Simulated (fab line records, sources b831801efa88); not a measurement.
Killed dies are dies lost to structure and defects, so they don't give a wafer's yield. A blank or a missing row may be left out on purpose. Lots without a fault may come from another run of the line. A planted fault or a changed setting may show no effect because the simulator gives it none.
One fault seen from 2 desks | flow sky130 | each desk has only its own numbers; what lay behind them comes last

THE TOOL OWNER'S DESK: implanter-03
The tool's own readings at SKY_LDD_N_IMPLANT_10: means of the sampled wafers that have a number, for each lot that ran on this tool. A lot is out of limits, marked OUT, if its mean lies more than 4 standard deviations from the usual mean; the brackets give that distance.
Columns: A = beam_on_s at SKY_LDD_N_IMPLANT_10, usual 10.00 s; B = dose_ions_cm2 at SKY_LDD_N_IMPLANT_10, usual 7.5e+13; C = end_station_pressure_torr at SKY_LDD_N_IMPLANT_10, usual 5.35e-06 Torr; D = faraday_current_uA at SKY_LDD_N_IMPLANT_10, usual 423
lot  | first seen here | A               | B                         | C        | D
L927 | day 21 08:02    | 29.45 (+97) OUT | 2.9e+14 (+99 or more) OUT | 5.06e-06 | 553 (+16) OUT
L926 | day 21 12:04    | 29.09 (+95) OUT | 2.9e+14 (+99 or more) OUT | 5.56e-06 | 561 (+17) OUT
L935 | day 24 18:25    | 10.03           | 7.5e+13                   | 5.50e-06 | 420
L940 | day 26 12:44    | 10.08           | 7.5e+13                   | 5.43e-06 | 420
This desk's finding: out of limits on L926, L927; first on L927, day 21 08:02 (beam_on_s at SKY_LDD_N_IMPLANT_10). In limits: L935, L940.

THE METROLOGY DESK
What the gauges read, lot by lot, whatever tool the lot ran on: means of the sampled wafers that have a number. A lot is out of limits, marked OUT, if its mean lies more than 4 standard deviations from the usual mean; the brackets give that distance.
Columns: A = LDD_N_TW at SKY_LDD_N_TW_MEAS_17, usual 2605; B = CAPM_OVL at SKY_CAPM_OVL_MEAS_12, usual -0.8 nm
lot  | first seen here | A              | B
L924 | day 20 07:41    | 2618           | -3.1
L927 | day 21 09:02    | 2812 (+14) OUT | -2.8
L926 | day 21 13:04    | 2854 (+17) OUT | -3.1
L928 | day 21 13:44    | 2579           | -0.1
L933 | day 23 21:44    | 2614           | 1.1
L934 | day 24 00:23    | 2578           | -2.3
L935 | day 24 19:25    | 2609           | 1.7
L936 | day 25 00:56    | 2603           | -0.2
L938 | day 25 23:37    | 2612           | -0.2
L939 | day 26 07:11    | 2604           | -1.0
L940 | day 26 13:44    | 2600           | -0.3
This desk's finding: out of limits on L926, L927; first on L927, day 21 09:02 (LDD_N_TW at SKY_LDD_N_TW_MEAS_17). In limits: L924, L928, L933, L934, L935, L936, L938, L939, L940.

PUT TOGETHER
The tool owner's desk could have raised an alarm at day 21 08:02, on L926, L927.
The metrology desk could have raised an alarm at day 21 09:02, on L926, L927.
Of the lots named, all ran SKY_LDD_N_IMPLANT_10 on implanter-03.

WHAT THE SIMULATOR HAD PUT IN
Process parameter drift: implanter-03, from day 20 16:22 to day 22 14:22, at SKY_LDD_N_IMPLANT_10. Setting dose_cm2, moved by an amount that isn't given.
Lots struck among those shown: L926, L927.
Hours from the fault's start to each desk's first reading out of limits: the tool owner's desk, 16; the metrology desk, 17.
